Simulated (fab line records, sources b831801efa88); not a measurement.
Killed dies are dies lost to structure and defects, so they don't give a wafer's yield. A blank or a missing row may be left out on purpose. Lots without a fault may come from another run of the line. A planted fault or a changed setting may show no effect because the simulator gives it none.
One fault seen from 2 desks | flow sfq_line | each desk has only its own numbers; what lay behind them comes last

THE METROLOGY DESK
What the gauges read, lot by lot, whatever tool the lot ran on: means of the sampled wafers that have a number. A lot is out of limits, marked OUT, if its mean lies more than 4 standard deviations from the usual mean; the brackets give that distance.
Columns: A = M0_OVL at SFQ_M0_OVL_MEAS_906, usual 0 nm
lot  | first seen here | A
L594 | day 8 16:32     | 3
L595 | day 8 18:56     | 2
L597 | day 12 13:25    | -2
L599 | day 13 06:14    | 8
L600 | day 13 07:26    | 5
L601 | day 13 08:37    | 3
L602 | day 13 09:49    | -2
L603 | day 13 11:01    | 3
L608 | day 13 18:18    | -0
L609 | day 13 19:26    | -1
L611 | day 13 21:49    | -7
L612 | day 13 23:14    | -12
L614 | day 14 01:26    | 3
L616 | day 14 10:48    | 3
L617 | day 14 20:23    | -4
This desk's finding: nothing out of limits on any of the 15 lots.

THE TOOL OWNER'S DESK: rie_metal-02
The tool's own readings at SFQ_TRILAYER_I1_VIA_STRIP_STRIP_053 (strips in O2): means of the sampled wafers that have a number, for each lot that ran on this tool. A lot is out of limits, marked OUT, if its mean lies more than 4 standard deviations from the usual mean; the brackets give that distance.
Columns: A = chamber_pressure_mTorr at SFQ_TRILAYER_I1_VIA_STRIP_STRIP_053, usual 50.00 mTorr; B = drypump_motor_current_A at SFQ_TRILAYER_I1_VIA_STRIP_STRIP_053, usual 5.8 A; C = oes_product_au at SFQ_TRILAYER_I1_VIA_STRIP_STRIP_053, usual 0.995 a.u.
lot  | first seen here | A                       | B   | C
L594 | day 23 06:35    | 50.00                   | 6.1 | 0.997
L599 | day 24 20:02    | 50.00                   | 6.1 | 0.987
L601 | day 25 05:26    | 50.03                   | 5.6 | 0.996
L603 | day 25 11:55    | 49.98                   | 6.1 | 0.997
L609 | day 26 03:43    | 40.09 (-99 or more) OUT | 6.1 | 0.997
L611 | day 26 05:55    | 40.01 (-99 or more) OUT | 6.1 | 1.003
L614 | day 26 09:31    | 39.99 (-99 or more) OUT | 5.2 | 0.998
This desk's finding: out of limits on L609, L611, L614; first on L609, day 26 03:43 (chamber_pressure_mTorr at SFQ_TRILAYER_I1_VIA_STRIP_STRIP_053). In limits: L594, L599, L601, L603.

PUT TOGETHER
The tool owner's desk could have raised an alarm at day 26 03:43, on L609, L611, L614.
The metrology desk saw nothing out of limits.
The metrology desk has L609, L611, L614 on record, within its limits.
Of the lots named, all ran SFQ_TRILAYER_I1_VIA_STRIP_STRIP_053 on rie_metal-02.

WHAT THE SIMULATOR HAD PUT IN
Process parameter drift: rie_metal-02, from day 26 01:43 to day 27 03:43, at SFQ_TRILAYER_I1_VIA_STRIP_STRIP_053. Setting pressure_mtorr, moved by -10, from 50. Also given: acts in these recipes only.
Lots struck among those shown: L609, L611, L614.
Hours from the fault's start to each desk's first reading out of limits: the tool owner's desk, 2.
